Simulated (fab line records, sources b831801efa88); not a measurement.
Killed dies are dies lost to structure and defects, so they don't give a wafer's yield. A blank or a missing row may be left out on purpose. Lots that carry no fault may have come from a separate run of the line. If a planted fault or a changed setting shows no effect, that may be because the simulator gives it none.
Chamber matching	flow sky130	3 sister chambers for SKY_LI_CONTACT_HDPCVD_00 on hdpcvd-02
The step deposits PSG, target thk 930 nm, time 155 s. 3 wafers are shown with their chamber, then 8 later ones without.

== WAFERS WITH THEIR CHAMBER ==
wafer	chamber	susceptor_temp_C (C)
L403.1	0	600.37
L414.6	1	599.93
L416.1	2	599.67

== WAFERS WITH NO CHAMBER GIVEN ==
wafer	susceptor_temp_C (C)
L416.2	599.96
L416.5	599.95
L419.1	600.01
L419.2	600.04
L419.4	600.34
L420.1	599.57
L420.2	599.33
L420.4	599.73

== CHAMBER TAKEN BY EACH ==
wafer	from the rows above	in truth
L416.2	can't be placed: 1 or 2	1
L416.5	can't be placed: 1 or 2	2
L419.1	can't be placed: 1 or 2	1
L419.2	can't be placed: 1 or 0 or 2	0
L419.4	0	0
L420.1	can't be placed: 2 or 1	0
L420.2	can't be placed: 2 or 1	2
L420.4	can't be placed: 2 or 1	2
1 of 8 placed correctly. Unplaceable from these rows: 7, with the true chamber sitting among the candidates in 6. Placed wrongly: 0.
How it was worked out, from the rows above alone: a wafer's distance from a chamber is the root of the sum, over the readings, of the square of ((its reading less the chamber's mean) divided by the reading's scatter). If the next closest chamber is less than 2 further off than the closest, the wafer can't be placed; otherwise it belongs to the closest. A chamber's mean is the mean of its shown wafers. The scatter: root of mean squared gap, hidden wafer to nearest shown wafer, with one shown wafer a chamber.
